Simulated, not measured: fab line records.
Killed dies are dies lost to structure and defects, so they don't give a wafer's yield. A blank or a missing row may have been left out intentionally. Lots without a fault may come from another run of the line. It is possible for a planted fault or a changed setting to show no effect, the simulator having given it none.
fab line records + flow sky130
record:
- lots: 10
- wafers: 30
- last_day: 50
route steps=708 shown METAL4@600 CAP2M@606 VIA4@657 METAL5@665 PAD_OPEN@708
lots that met no fault: taken from a fault-free run of the same line
start_h: the number of hours between the record's first day and the start of the first shown wafer of the lot + wait_h: how many hours have passed since the lot's step before this one + " identical to the entry in the row above + L1.1+2: one row covering several wafers at once + - no value present, or no start provided + * or withheld: withheld + < > ~ a bound
route shown NAME@n: a module of which the file shows steps, and the number in the route of the first + usual: average and standard deviation across the fault-free wafers + same: alike in all rows + chamber/n: place in a boat + sites: readings site by site + _std_site: how widely they spread, as a standard deviation + _edge_site: the outer-site mean with the inner-site mean subtracted + radius_mm: how far each site lies from the wafer's centre + mask NAME#n: copy n + behind: the most recent tool/chamber to have shaped the wafer + hold: reason for holding the lot/hours on hold/outcome of the hold + device: the n, p or np transistor that did not switch + end of line: the route-end tests of the same wafers + for a step that has no rows: nothing shown but its recipe + killed: not the wafer's yield, but the dies lost to structure and defects at the first sort + map: dies across one wafer; x = killed, . = not, _ = none there
set.NAME: the setting the step ran with; set.NAME@STEP: the setting that earlier step ran with + model.NAME: the simulator's own value behind a step, which no gauge read
steps of the route over a sample of lots; a table a step, a row a wafer
services: when a tool's chamber went out of use (start_h, in hours from the record's first day, below 0 if earlier), for how many hours, and the reason
== steps ==
step: SKY_METAL4_SPUTTER_02
recipe:
- material: AlCu
- target_thk_nm: 735
- power_w: 10600
- time_s: 39.1
- chamber_pressure_pa: 0.4
usual:
- chamber_pressure_pa: 0.4000/0.00076
- throttle_valve_pct: 30.1/0.66
| lot.wafer | tool           | chamber | start_h | wait_h | chamber_pressure_pa | throttle_valve_pct |
|-----------|----------------|---------|---------|--------|---------------------|--------------------|
| L677.2    | pvd_sputter-01 | -       | 959.12  | 0.0    | 0.3992              | 29.6               |
| L677.3    | "              | -       | "       | "      | 0.3999              | 29.8               |
| L677.4    | "              | -       | "       | "      | 0.3984              | 30.8               |
| L679.1    | pvd_sputter-01 | -       | 973.27  | 0.0    | 0.4000              | 29.9               |
| L679.2    | "              | -       | "       | "      | 0.3994              | 30.2               |
| L679.3    | "              | -       | "       | "      | 0.3996              | 29.1               |
| L681.3    | pvd_sputter-01 | -       | 989.39  | 0.0    | 0.3997              | 30.2               |
| L681.4    | "              | -       | "       | "      | 0.3998              | 29.4               |
| L681.6    | "              | -       | "       | "      | 0.4001              | 31.0               |
| L687.1    | pvd_sputter-02 | -       | 1032.81 | 0.0    | 0.4012              | 29.2               |
| L687.5    | "              | -       | "       | "      | 0.4013              | 29.7               |
| L687.6    | "              | -       | "       | "      | 0.3998              | 30.3               |
| L688.4    | pvd_sputter-01 | -       | 1034.07 | 0.0    | 0.3996              | 29.5               |
| L688.5    | "              | -       | "       | "      | 0.4007              | 29.4               |
| L688.6    | "              | -       | "       | "      | 0.3996              | 30.1               |
| L689.3    | pvd_sputter-02 | -       | 1044.81 | 0.0    | 0.4002              | 31.6               |
| L689.5    | "              | -       | "       | "      | 0.4004              | 29.3               |
| L689.6    | "              | -       | "       | "      | 0.3999              | 29.7               |
| L690.2    | pvd_sputter-03 | -       | 1049.36 | 0.0    | 0.3992              | 29.4               |
| L690.3    | "              | -       | "       | "      | 0.4009              | 30.6               |
| L690.5    | "              | -       | "       | "      | 0.4016              | 30.6               |
| L691.2    | pvd_sputter-01 | -       | 1053.62 | 0.0    | 0.3999              | 30.8               |
| L691.3    | "              | -       | "       | "      | 0.4009              | 29.8               |
| L691.5    | "              | -       | "       | "      | 0.4003              | 29.4               |
| L694.1    | pvd_sputter-01 | -       | 1066.09 | 0.0    | 0.4004              | 29.3               |
| L694.3    | "              | -       | "       | "      | 0.4005              | 30.9               |
| L694.6    | "              | -       | "       | "      | 0.4004              | 29.6               |
| L693.3    | pvd_sputter-01 | -       | 1071.97 | 0.0    | 0.3993              | 30.2               |
| L693.4    | "              | -       | "       | "      | 0.4002              | 30.8               |
| L693.5    | "              | -       | "       | "      | 0.3996              | 31.0               |
step: SKY_CAP2M_RS_MEAS_03
recipe:
- thk_meas_gauge: four-point-probe
- reads: TiN_of_CAP2M_SPUTTER_02
usual:
- CAP2M_TIN_RS: 6.93/0.094
| lot.wafer | tool          | chamber | start_h | wait_h | CAP2M_TIN_RS[ohm/sq] |
|-----------|---------------|---------|---------|--------|----------------------|
| L677.2    | film_metro-03 | -       | 959.43  | 0.1    | 6.98                 |
| L677.3    | "             | -       | "       | "      | 7.05                 |
| L677.4    | "             | -       | "       | "      | 7.01                 |
| L679.1    | film_metro-04 | -       | 973.57  | 0.1    | 6.89                 |
| L679.2    | "             | -       | "       | "      | 6.83                 |
| L679.3    | "             | -       | "       | "      | 6.95                 |
| L681.3    | film_metro-02 | -       | 989.73  | 0.1    | 6.95                 |
| L681.4    | "             | -       | "       | "      | 6.94                 |
| L681.6    | "             | -       | "       | "      | 6.83                 |
| L687.1    | film_metro-03 | -       | 1033.12 | 0.1    | 6.91                 |
| L687.5    | "             | -       | "       | "      | 6.97                 |
| L687.6    | "             | -       | "       | "      | 6.90                 |
| L688.4    | film_metro-02 | -       | 1034.42 | 0.1    | 6.89                 |
| L688.5    | "             | -       | "       | "      | 6.88                 |
| L688.6    | "             | -       | "       | "      | 6.84                 |
| L689.3    | film_metro-02 | -       | 1045.16 | 0.1    | 6.81                 |
| L689.5    | "             | -       | "       | "      | 6.87                 |
| L689.6    | "             | -       | "       | "      | 6.84                 |
| L690.2    | film_metro-04 | -       | 1049.68 | 0.1    | 6.83                 |
| L690.3    | "             | -       | "       | "      | 6.88                 |
| L690.5    | "             | -       | "       | "      | 6.93                 |
| L691.2    | film_metro-04 | -       | 1053.94 | 0.1    | 6.93                 |
| L691.3    | "             | -       | "       | "      | 7.02                 |
| L691.5    | "             | -       | "       | "      | 6.94                 |
| L694.1    | film_metro-04 | -       | 1066.40 | 0.1    | 7.06                 |
| L694.3    | "             | -       | "       | "      | 7.18                 |
| L694.6    | "             | -       | "       | "      | 7.04                 |
| L693.3    | film_metro-04 | -       | 1072.31 | 0.1    | 6.91                 |
| L693.4    | "             | -       | "       | "      | 6.95                 |
| L693.5    | "             | -       | "       | "      | 6.83                 |
step: SKY_VIA4_CVD_18
recipe:
- material: W
- target_thk_nm: 505
- time_s: 152.14
- temp_c: 400
- pressure_torr: 40
usual:
- heater_power_w: 811/83
| lot.wafer | tool     | chamber | start_h | wait_h | heater_power_w | since_wet_clean_h |
|-----------|----------|---------|---------|--------|----------------|-------------------|
| L677.2    | cvd_w-01 | 0       | 1033.09 | 0.0    | 867            | 115               |
| L677.3    | "        | 1       | "       | "      | 673            | -                 |
| L677.4    | "        | 0       | "       | "      | 884            | -                 |
| L679.1    | cvd_w-02 | 1       | 1046.39 | 0.0    | 881            | 642               |
| L679.2    | "        | 0       | "       | "      | 814            | 642               |
| L679.3    | "        | 1       | "       | "      | 876            | -                 |
| L681.3    | cvd_w-02 | 1       | 1062.78 | 0.1    | 882            | -                 |
| L681.4    | "        | 0       | "       | "      | 799            | -                 |
| L681.6    | "        | 1       | "       | "      | 885            | -                 |
| L687.1    | cvd_w-02 | 1       | 1101.94 | 0.0    | 853            | 698               |
| L687.5    | "        | 1       | "       | "      | 889            | -                 |
| L687.6    | "        | 0       | "       | "      | 814            | -                 |
| L688.4    | cvd_w-01 | 0       | 1102.50 | 0.1    | 854            | -                 |
| L688.5    | "        | 0       | "       | "      | 905            | -                 |
| L688.6    | "        | 1       | "       | "      | 681            | -                 |
| L689.3    | cvd_w-02 | 1       | 1112.54 | 0.1    | 853            | -                 |
| L689.5    | "        | 0       | "       | "      | 780            | -                 |
| L689.6    | "        | 1       | "       | "      | 873            | -                 |
| L689.3    | cvd_w-02 | 1       | 1112.86 | 0.3    | 880            | -                 |
| L689.5    | "        | 0       | "       | "      | 791            | -                 |
| L689.6    | "        | 1       | "       | "      | 890            | -                 |
| L690.2    | cvd_w-02 | 0       | 1116.19 | 0.0    | 791            | 712               |
| L690.3    | "        | 0       | "       | "      | 799            | -                 |
| L690.5    | "        | 1       | "       | "      | 870            | -                 |
| L691.2    | cvd_w-01 | 0       | 1119.79 | 0.0    | 901            | 202               |
| L691.3    | "        | 1       | "       | "      | 681            | -                 |
| L691.5    | "        | 0       | "       | "      | 900            | -                 |
| L691.2    | cvd_w-01 | 0       | 1120.11 | 0.3    | 878            | -                 |
| L691.3    | "        | 1       | "       | "      | 690            | -                 |
| L691.5    | "        | 0       | "       | "      | 876            | -                 |
| L694.1    | cvd_w-01 | 0       | 1130.54 | 0.0    | 887            | 213               |
| L694.3    | "        | 1       | "       | "      | 672            | -                 |
| L694.6    | "        | 0       | "       | "      | 901            | -                 |
| L694.1    | cvd_w-01 | 0       | 1130.86 | 0.3    | 902            | -                 |
| L694.3    | "        | 1       | "       | "      | 685            | -                 |
| L694.6    | "        | 0       | "       | "      | 896            | -                 |
| L693.3    | cvd_w-01 | 1       | 1136.51 | 0.1    | 681            | -                 |
| L693.4    | "        | 0       | "       | "      | 891            | -                 |
| L693.5    | "        | 0       | "       | "      | 881            | -                 |
step: SKY_VIA4_RS_MEAS_19
recipe:
- thk_meas_gauge: four-point-probe
- reads: W_of_VIA4_CVD_18+TiN_of_VIA4_SPUTTER_17
usual:
- VIA4_W_RS: 0.2271/0.0025
| lot.wafer | tool          | chamber | start_h | wait_h | VIA4_W_RS[ohm/sq] |
|-----------|---------------|---------|---------|--------|-------------------|
| L677.2    | film_metro-01 | -       | 1033.26 | 0.1    | 0.2222            |
| L677.3    | "             | -       | "       | "      | 0.2238            |
| L677.4    | "             | -       | "       | "      | 0.2223            |
| L679.1    | film_metro-02 | -       | 1046.54 | 0.1    | 0.2279            |
| L679.2    | "             | -       | "       | "      | 0.2321            |
| L679.3    | "             | -       | "       | "      | 0.2305            |
| L681.3    | film_metro-02 | -       | 1062.92 | 0.1    | 0.2308            |
| L681.4    | "             | -       | "       | "      | 0.2287            |
| L681.6    | "             | -       | "       | "      | 0.2278            |
| L687.1    | film_metro-01 | -       | 1102.09 | 0.1    | 0.2281            |
| L687.5    | "             | -       | "       | "      | 0.2267            |
| L687.6    | "             | -       | "       | "      | 0.2282            |
| L688.4    | film_metro-03 | -       | 1102.66 | 0.1    | 0.2250            |
| L688.5    | "             | -       | "       | "      | 0.2257            |
| L688.6    | "             | -       | "       | "      | 0.2285            |
| L689.3    | film_metro-01 | -       | 1113.00 | 0.1    | 0.1141            |
| L689.5    | "             | -       | "       | "      | 0.1140            |
| L689.6    | "             | -       | "       | "      | 0.1136            |
| L690.2    | film_metro-01 | -       | 1116.36 | 0.1    | 0.2303            |
| L690.3    | "             | -       | "       | "      | 0.2318            |
| L690.5    | "             | -       | "       | "      | 0.2281            |
| L691.2    | film_metro-01 | -       | 1120.42 | 0.3    | 0.1112            |
| L691.3    | "             | -       | "       | "      | 0.1132            |
| L691.5    | "             | -       | "       | "      | 0.1109            |
| L694.1    | film_metro-03 | -       | 1131.01 | 0.1    | 0.1127            |
| L694.3    | "             | -       | "       | "      | 0.1141            |
| L694.6    | "             | -       | "       | "      | 0.1125            |
| L693.3    | film_metro-03 | -       | 1136.66 | 0.1    | 0.2299            |
| L693.4    | "             | -       | "       | "      | 0.2262            |
| L693.5    | "             | -       | "       | "      | 0.2236            |
step: SKY_VIA4_THK_MEAS_20
recipe:
- thk_meas_gauge: xrf
- reads: W_of_VIA4_CVD_18
usual:
- VIA4_W_THK: 499/7.1
| lot.wafer | tool          | chamber | start_h | wait_h | VIA4_W_THK[nm] |
|-----------|---------------|---------|---------|--------|----------------|
| L677.2    | film_metro-01 | -       | 1033.37 | 0.1    | 513            |
| L677.3    | "             | -       | "       | "      | 511            |
| L677.4    | "             | -       | "       | "      | 514            |
| L679.1    | film_metro-02 | -       | 1046.66 | 0.1    | 493            |
| L679.2    | "             | -       | "       | "      | 488            |
| L679.3    | "             | -       | "       | "      | 487            |
| L681.3    | film_metro-02 | -       | 1063.02 | 0.1    | 489            |
| L681.4    | "             | -       | "       | "      | 487            |
| L681.6    | "             | -       | "       | "      | 495            |
| L687.1    | film_metro-01 | -       | 1102.21 | 0.1    | 506            |
| L687.5    | "             | -       | "       | "      | 504            |
| L687.6    | "             | -       | "       | "      | 503            |
| L688.4    | film_metro-03 | -       | 1102.75 | 0.1    | 505            |
| L688.5    | "             | -       | "       | "      | 500            |
| L688.6    | "             | -       | "       | "      | 498            |
| L689.3    | film_metro-01 | -       | 1113.21 | 0.2    | -              |
| L689.5    | "             | -       | "       | "      | -              |
| L689.6    | "             | -       | "       | "      | -              |
| L690.2    | film_metro-01 | -       | 1116.47 | 0.1    | 496            |
| L690.3    | "             | -       | "       | "      | 491            |
| L690.5    | "             | -       | "       | "      | 503            |
| L691.2    | film_metro-01 | -       | 1120.53 | 0.1    | -              |
| L691.3    | "             | -       | "       | "      | -              |
| L691.5    | "             | -       | "       | "      | -              |
| L694.1    | film_metro-03 | -       | 1131.13 | 0.1    | 983            |
| L694.3    | "             | -       | "       | "      | 960            |
| L694.6    | "             | -       | "       | "      | 976            |
| L693.3    | film_metro-03 | -       | 1136.76 | 0.1    | 492            |
| L693.4    | "             | -       | "       | "      | 499            |
| L693.5    | "             | -       | "       | "      | 503            |
step: SKY_VIA4_CMP_21
recipe:
- stop_on: SiO2
- t_overpolish_s: 25
- down_force_psi: 3.5
- platen_rpm: 60
- target_thk_nm: 0
- pad_velocity_m_s: 0.94248
usual:
- motor_current_A: 10.6/1.3
- overpolish_run_s: 25.002/0.0088
- time_to_endpoint_s: 121/5.5
| lot.wafer | tool   | chamber | start_h | wait_h | motor_current_A | overpolish_run_s | time_to_endpoint_s |
|-----------|--------|---------|---------|--------|-----------------|------------------|--------------------|
| L677.3    | cmp-02 | 3       | 1033.42 | 0.0    | 11.1            | 25.009           | 114                |
| L677.2    | "      | 0       | "       | "      | 10.7            | 24.994           | 124                |
| L677.4    | "      | 2       | "       | "      | 13.8            | 25.007           | 116                |
| L679.1    | cmp-02 | 1       | 1046.72 | 0.1    | 9.1             | 25.013           | 119                |
| L679.3    | "      | 3       | "       | "      | 10.3            | 24.993           | 106                |
| L679.2    | "      | 0       | "       | "      | 11.2            | 25.006           | 114                |
| L681.4    | cmp-01 | 3       | 1063.16 | 0.1    | 9.5             | 24.999           | 127                |
| L681.3    | "      | 0       | "       | "      | 9.1             | 25.003           | 133                |
| L681.6    | "      | 1       | "       | "      | 10.8            | 24.998           | 132                |
| L687.1    | cmp-02 | 0       | 1102.32 | 0.1    | 11.0            | 24.997           | 121                |
| L687.6    | "      | 3       | "       | "      | 10.4            | 25.006           | 112                |
| L687.5    | "      | 0       | "       | "      | 11.2            | 24.994           | 125                |
| L688.4    | cmp-02 | 3       | 1102.83 | 0.1    | 10.9            | 25.001           | 116                |
| L688.6    | "      | 2       | "       | "      | 13.7            | 25.013           | 116                |
| L688.5    | "      | 3       | "       | "      | 10.8            | 24.990           | 115                |
| L689.3    | cmp-01 | 0       | 1113.90 | 0.7    | 9.4             | 25.002           | 247                |
| L689.5    | "      | 1       | "       | "      | 10.6            | 25.003           | 245                |
| L689.6    | "      | 2       | "       | "      | 10.4            | 24.986           | 240                |
| L690.3    | cmp-01 | 1       | 1116.57 | 0.1    | 10.8            | 25.000           | 120                |
| L690.2    | "      | 0       | "       | "      | 8.9             | 24.997           | 125                |
| L690.5    | "      | 1       | "       | "      | 10.0            | 24.998           | 118                |
| L691.2    | cmp-01 | 3       | 1121.03 | 0.5    | 9.6             | 25.003           | 247                |
| L691.3    | "      | 0       | "       | "      | 9.1             | 25.001           | 253                |
| L691.5    | "      | 3       | "       | "      | 9.4             | 25.009           | 242                |
| L694.3    | cmp-01 | 1       | 1131.24 | 0.1    | 10.2            | 25.000           | 243                |
| L694.1    | "      | 2       | "       | "      | 10.9            | 24.997           | 240                |
| L694.6    | "      | 1       | "       | "      | 10.1            | 24.995           | 254                |
| L693.4    | cmp-02 | 1       | 1136.83 | 0.1    | 9.0             | 25.004           | 123                |
| L693.3    | "      | 3       | "       | "      | 11.5            | 25.004           | 113                |
| L693.5    | "      | 2       | "       | "      | 13.2            | 25.011           | 118                |
step: SKY_METAL5_SPUTTER_04
recipe:
- material: TiN
- target_thk_nm: 70
- power_w: 6500
- time_s: 58.3
- chamber_pressure_pa: 0.4
usual:
- chamber_pressure_pa: 0.4000/0.00074
- throttle_valve_pct: 30.2/0.77
| lot.wafer | tool           | chamber | start_h | wait_h | chamber_pressure_pa | throttle_valve_pct |
|-----------|----------------|---------|---------|--------|---------------------|--------------------|
| L677.2    | pvd_sputter-02 | -       | 1033.84 | 0.0    | 0.3999              | 30.3               |
| L677.3    | "              | -       | "       | "      | 0.3993              | 29.3               |
| L677.4    | "              | -       | "       | "      | 0.3986              | 31.8               |
| L679.1    | pvd_sputter-03 | -       | 1047.14 | 0.0    | 0.4006              | 30.6               |
| L679.2    | "              | -       | "       | "      | 0.4019              | 29.0               |
| L679.3    | "              | -       | "       | "      | 0.4011              | 30.7               |
| L681.3    | pvd_sputter-02 | -       | 1063.48 | 0.0    | 0.4012              | 29.8               |
| L681.4    | "              | -       | "       | "      | 0.3999              | 30.2               |
| L681.6    | "              | -       | "       | "      | 0.4013              | 29.5               |
| L687.1    | pvd_sputter-02 | -       | 1102.69 | 0.0    | 0.4010              | 29.7               |
| L687.5    | "              | -       | "       | "      | 0.3999              | 30.4               |
| L687.6    | "              | -       | "       | "      | 0.3997              | 31.2               |
| L688.4    | pvd_sputter-04 | -       | 1103.20 | 0.0    | 0.3992              | 29.8               |
| L688.5    | "              | -       | "       | "      | 0.3992              | 30.5               |
| L688.6    | "              | -       | "       | "      | 0.3995              | 30.0               |
| L689.3    | pvd_sputter-02 | -       | 1114.17 | 0.0    | 0.4012              | 31.8               |
| L689.5    | "              | -       | "       | "      | 0.3989              | 30.4               |
| L689.6    | "              | -       | "       | "      | 0.3990              | 29.5               |
| L690.2    | pvd_sputter-04 | -       | 1116.99 | 0.0    | 0.3992              | 30.4               |
| L690.3    | "              | -       | "       | "      | 0.4001              | 29.1               |
| L690.5    | "              | -       | "       | "      | 0.3993              | 28.8               |
| L691.2    | pvd_sputter-02 | -       | 1121.40 | 0.0    | 0.3994              | 30.4               |
| L691.3    | "              | -       | "       | "      | 0.3985              | 29.4               |
| L691.5    | "              | -       | "       | "      | 0.3989              | 30.1               |
| L694.1    | pvd_sputter-02 | -       | 1131.61 | 0.0    | 0.4003              | 30.3               |
| L694.3    | "              | -       | "       | "      | 0.4003              | 29.7               |
| L694.6    | "              | -       | "       | "      | 0.4003              | 29.6               |
| L693.3    | pvd_sputter-03 | -       | 1137.25 | 0.0    | 0.4006              | 30.9               |
| L693.4    | "              | -       | "       | "      | 0.3994              | 29.3               |
| L693.5    | "              | -       | "       | "      | 0.4011              | 29.4               |
step: SKY_PAD_OPEN_PROBE_99
usual:
- defect_limited_yield: 82.3/2.2
- killed_at_M0_to_M3: 43/7.3
- killed_at_M4_up: 3.2/1.9
- killed_at_contacts: 25/5.4
- killed_at_front_end: 16/4.4
- killed_at_other: 0.4/0.66
- killed_dies: 87/11
- killed_open: 48/7.9
- killed_short: 39/6.5
- sort_bin_3_pad_short: 0.8/0.43
- sort_bin_5_function: 10.5/1.6
- sort_bin_6_memory: 6.4/1.2
- sort_n_pass: 405/11
- sort_yield_pct: 82.3/2.2
same:
- gross_dies: 492
- killed_at_back_side: 0
- sort_bin_4_leakage[%]: 0
- sort_bin_8_speed[%]: 0
| lot.wafer | tool      | chamber | start_h | wait_h | defect_limited_yield[%] | killed_at_M0_to_M3 | killed_at_M4_up | killed_at_contacts | killed_at_front_end | killed_at_other | killed_dies | killed_open | killed_short | sort_bin_3_pad_short[%] | sort_bin_5_function[%] | sort_bin_6_memory[%] | sort_n_pass | sort_yield_pct[%] |
|-----------|-----------|---------|---------|--------|-------------------------|--------------------|-----------------|--------------------|---------------------|-----------------|-------------|-------------|--------------|-------------------------|------------------------|----------------------|-------------|-------------------|
| L677.2    | prober-02 | -       | 1102.83 | 0.1    | 82.3                    | 37                 | 4               | 26                 | 20                  | 0               | 87          | 54          | 33           | 1.2                     | 9.3                    | 7.1                  | 405         | 82.3              |
| L677.3    | prober-02 | -       | 1102.88 | 0.2    | 83.1                    | 31                 | 5               | 32                 | 15                  | 0               | 83          | 50          | 33           | 0.8                     | 8.9                    | 7.1                  | 409         | 83.1              |
| L677.4    | prober-02 | -       | 1102.93 | 0.2    | 85.8                    | 31                 | 5               | 15                 | 18                  | 1               | 70          | 30          | 40           | 0.4                     | 9.3                    | 4.5                  | 422         | 85.8              |
| L694.1    | prober-02 | -       | 1189.46 | 0.1    | 87.4                    | 29                 | 2               | 23                 | 8                   | 0               | 62          | 29          | 33           | 1.0                     | 7.1                    | 4.5                  | 430         | 87.4              |
| L694.3    | prober-02 | -       | 1189.56 | 0.2    | 83.9                    | 40                 | 3               | 25                 | 10                  | 1               | 79          | 49          | 29           | 1.6                     | 9.8                    | 4.7                  | 413         | 83.9              |
| L694.6    | prober-02 | -       | 1189.71 | 0.2    | 82.9                    | 42                 | 1               | 24                 | 17                  | 0               | 84          | 43          | 41           | 0.8                     | 10.8                   | 5.5                  | 408         | 82.9              |
| L693.3    | prober-01 | -       | 1195.65 | 0.2    | 81.7                    | 45                 | 4               | 25                 | 15                  | 1               | 90          | 55          | 35           | 1.6                     | 11.2                   | 5.5                  | 402         | 81.7              |
| L693.4    | prober-01 | -       | 1195.70 | 0.2    | 82.1                    | 52                 | 0               | 28                 | 7                   | 1               | 88          | 42          | 45           | 0.8                     | 11.6                   | 5.5                  | 404         | 82.1              |
| L693.5    | prober-01 | -       | 1195.75 | 0.2    | 85.0                    | 39                 | 5               | 17                 | 12                  | 1               | 74          | 38          | 36           | 0.4                     | 10.2                   | 4.5                  | 418         | 85.0              |
killed by level:class
L677.2 LI_CONTACT:geometric_particle:open=11 VIA2:geometric_particle:open=10 VIA1:geometric_particle:open=8 POLY_GATE:geometric_particle:open=6 CONTACT:geometric_particle:open=6 FIELD_ISO:geometric_particle:open=5 VIA3:geometric_particle:short=5 POLY_GATE:geometric_particle:short=4
L677.3 VIA2:geometric_particle:open=11 LI_CONTACT:geometric_particle:open=9 CONTACT:geometric_particle:open=7 LOCAL_INTERCONNECT:geometric_particle:short=6 CONTACT:geometric_particle:short=6 VIA1:geometric_particle:open=6 VIA3:geometric_particle:open=4 FIELD_ISO:geometric_particle:short=3
L677.4 POLY_GATE:geometric_particle:short=6 LOCAL_INTERCONNECT:geometric_particle:short=6 VIA1:geometric_particle:short=6 POLY_GATE:geometric_particle:open=5 METAL2:geometric_particle:short=5 VIA2:geometric_particle:open=5 METAL4:geometric_particle:short=4 LI_CONTACT:geometric_particle:open=3
L694.1 METAL2:geometric_particle:short=7 LI_CONTACT:geometric_particle:open=7 CONTACT:geometric_particle:open=6 CONTACT:geometric_particle:short=6 VIA1:geometric_particle:short=5 VIA2:geometric_particle:open=5 VIA1:geometric_particle:open=4 VIA2:geometric_particle:short=2
L694.3 CONTACT:geometric_particle:open=11 VIA3:geometric_particle:open=11 VIA1:geometric_particle:open=8 LI_CONTACT:geometric_particle:open=7 VIA2:geometric_particle:open=7 FIELD_ISO:geometric_particle:short=4 CONTACT:geometric_particle:short=4 METAL2:geometric_particle:short=4
L694.6 CONTACT:geometric_particle:open=9 VIA3:geometric_particle:open=7 FIELD_ISO:geometric_particle:short=6 METAL2:geometric_particle:short=6 VIA3:geometric_particle:short=6 LI_CONTACT:geometric_particle:open=5 LOCAL_INTERCONNECT:geometric_particle:short=5 VIA1:geometric_particle:open=5
L693.3 LI_CONTACT:geometric_particle:open=9 METAL1:geometric_particle:short=8 VIA3:geometric_particle:open=8 CONTACT:geometric_particle:open=6 VIA1:geometric_particle:open=6 VIA2:geometric_particle:open=6 FIELD_ISO:geometric_particle:open=5 LOCAL_INTERCONNECT:geometric_particle:open=5
L693.4 VIA1:geometric_particle:short=9 VIA2:geometric_particle:short=9 CONTACT:geometric_particle:open=8 LI_CONTACT:geometric_particle:open=7 VIA1:geometric_particle:open=7 VIA3:geometric_particle:open=7 VIA2:geometric_particle:open=6 LI_CONTACT:geometric_particle:short=5
L693.5 VIA1:geometric_particle:open=8 METAL1:geometric_particle:short=8 VIA2:geometric_particle:open=6 LOCAL_INTERCONNECT:geometric_particle:short=6 CONTACT:geometric_particle:open=6 POLY_GATE:geometric_particle:open=4 METAL3:geometric_particle:short=4 METAL4:geometric_particle:short=4
== services ==
| tool           | chamber | start_h | hours | kind                   |
|----------------|---------|---------|-------|------------------------|
| cvd_w-02       | -       | 937.02  | 6.9   | pm                     |
| pvd_sputter-03 | -       | 945.43  | 2.0   | repair                 |
| pvd_sputter-04 | -       | 952.73  | 1.8   | repair                 |
| cvd_w-02       | -       | 961.17  | 2.8   | pm                     |
| pvd_sputter-01 | -       | 978.88  | 1.9   | repair                 |
| cmp-02         | -       | 984.72  | 4.3   | pm                     |
| pvd_sputter-01 | 1       | 992.26  | -     | consumable_replace:kit |
| pvd_sputter-01 | 1       | 992.26  | 18.0  | scheduled_down         |
| pvd_sputter-01 | 1       | 992.26  | 18.0  | vent_cycle             |
| cvd_w-01       | -       | 1011.84 | 6.9   | pm                     |
| cmp-02         | -       | 1019.97 | 1.2   | repair                 |
| cmp-01         | -       | 1049.98 | 8.6   | pm                     |
| pvd_sputter-03 | -       | 1059.53 | 7.7   | repair                 |
| cmp-01         | -       | 1076.43 | 0.9   | repair                 |
| pvd_sputter-04 | -       | 1080.32 | 1.3   | repair                 |
| cmp-01         | -       | 1084.38 | 4.0   | pm                     |
| cvd_w-01       | -       | 1101.56 | 0.6   | repair                 |
| cvd_w-02       | 1       | 1119.91 | 4.6   | repair                 |
| cmp-02         | -       | 1126.71 | 1.3   | repair                 |
| pvd_sputter-01 | 0       | 1126.71 | -     | consumable_replace:kit |
| pvd_sputter-01 | 0       | 1126.71 | 18.0  | scheduled_down         |
| pvd_sputter-01 | 0       | 1126.71 | 18.0  | vent_cycle             |
| pvd_sputter-03 | -       | 1129.17 | 2.1   | repair                 |
| cmp-01         | -       | 1132.67 | 7.4   | pm                     |
== key ==
first_sign:
- step: SKY_VIA4_CVD_18
- reading: visit
- direction: added
effect:
- step: SKY_VIA4_RS_MEAS_19
- reading: VIA4_W_RS
- direction: down
- sigmas: 45
- usual: 0.2271
- struck: 0.1129
effect:
- step: SKY_VIA4_THK_MEAS_20
- reading: VIA4_W_THK
- direction: missing
effect:
- step: SKY_VIA4_CMP_21
- reading: time_to_endpoint_s
- direction: up
- sigmas: 23
- usual: *
- struck: *
met_at SKY_VIA4_CVD_18
struck_lots L689,L691,L694
not_acting_at SKY_METAL4_SPUTTER_02,SKY_CAP2M_RS_MEAS_03,SKY_METAL5_SPUTTER_04
fault:
- kind: repeated_step_whole
- tool: cvd_w-01,cvd_w-02
- chamber: -
- onset_h: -
- steps: SKY_VIA4_CVD_18
- times: 1
- scope: struck_lots_only
